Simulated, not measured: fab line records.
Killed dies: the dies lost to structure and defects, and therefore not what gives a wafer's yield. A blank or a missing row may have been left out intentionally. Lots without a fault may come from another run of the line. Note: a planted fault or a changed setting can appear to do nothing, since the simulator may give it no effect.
A lot that was struck, set against a sound lot    flow gf180mcu    15 out of 602 route steps
Sound: the wafers L797.3, L797.4, L797.6. Struck: wafer L805.6; the same lot's L805.3 was not struck, so it is left out; see the end for the cause.
For every step that has rows: the tool of each side, followed by ch and its chambers, followed by its first start. Under that, the readings that differ: sound wafers    struck wafers    difference of the means    sigmas: that difference in standard deviations of wafers without a fault.
alike: readings with means less than 2 such deviations apart, plus words and numbers identical on both sides. not compared: withheld readings, readings lacking a value on some wafer, bounds such as >300 that could conceal the same value, and numbers that have no deviation in the record and whose values overlap.
Wherever a step has rows on one side only, a row that says differs or no value, or a row with sigmas, the two part there. Numbers that don't overlap but have no deviation are shown without sigmas and don't part them. A reading that every wafer of one side lacks parts them only if that side has two wafers or more.

GF_TOP_METAL_SPUTTER_01: material TiN, target thk 30 nm, time 25 s.
  sound on pvdSputter-04 at day 28 00:26; struck on pvdSputter-03 at day 30 05:09
  alike: throttleValvePct
GF_TOP_METAL_SPUTTER_02: material AlCu, target thk 900 nm, time 47.82 s.
  sound on pvdSputter-04 at day 28 00:28; struck on pvdSputter-03 at day 30 05:11
  alike: throttleValvePct
GF_TOP_METAL_SPUTTER_03: material Ti, target thk 5 nm, time 3.3 s.
  sound on pvdSputter-04 at day 28 00:31; struck on pvdSputter-03 at day 30 05:13
  alike: throttleValvePct
GF_TOP_METAL_SPUTTER_04: material TiN, target thk 25 nm, time 20.8 s.
  sound on pvdSputter-04 at day 28 00:32; struck on pvdSputter-03 at day 30 05:14
  alike: throttleValvePct
GF_TOP_METAL_RS_MEAS_05: the measuring method here is four-point-probe.
  sound on filmMetro-03 at day 28 00:36; struck on filmMetro-01 at day 30 05:19
  alike: TOP_METAL_ALCU_RS
GF_TOP_METAL_THK_MEAS_06: measures by xrf.
  sound on filmMetro-03 at day 28 00:42; struck on filmMetro-01 at day 30 05:25
  alike: TOP_METAL_ALCU_THK
then, 6 steps without rows for these wafers: GF_TOP_METAL_DEHYDRATE_07 (time 60 s); GF_TOP_METAL_HMDS_08 (prime time 60 s); GF_TOP_METAL_COAT_09 (resist thk 1500 nm); GF_TOP_METAL_SOFTBAKE_10 (time 60 s); GF_TOP_METAL_EXPOSE_11 (exposes mask MetalTop, target cd 440 nm); GF_TOP_METAL_PEB_12.
GF_TOP_METAL_DEVELOP_13: develop time 60 s.
  sound on lithoTrack-04 ch 0, day 28 19:53; struck on lithoTrack-04 ch 0, day 30 23:11
GF_TOP_METAL_CD_MEAS_14: the cd target is 440 nm.
  sound on cdSem-02 at day 28 20:02; struck on cdSem-01 at day 30 23:19
reading    sound              struck  difference  sigmas
cdNm (nm)  437.3 438.1 437.6  449.6   +11.9       +5
GF_TOP_METAL_OVL_MEAS_15:
  sound on overlay-01 at day 28 20:07; struck on overlay-02 at day 30 23:25
  alike: TOP_METAL_OVL

== WHERE THEY PART ==
Within this record, at GF_TOP_METAL_CD_MEAS_14 only. Later steps at which nothing parts them and some readings are alike: GF_TOP_METAL_OVL_MEAS_15.

WHY: the cause the simulator had injected
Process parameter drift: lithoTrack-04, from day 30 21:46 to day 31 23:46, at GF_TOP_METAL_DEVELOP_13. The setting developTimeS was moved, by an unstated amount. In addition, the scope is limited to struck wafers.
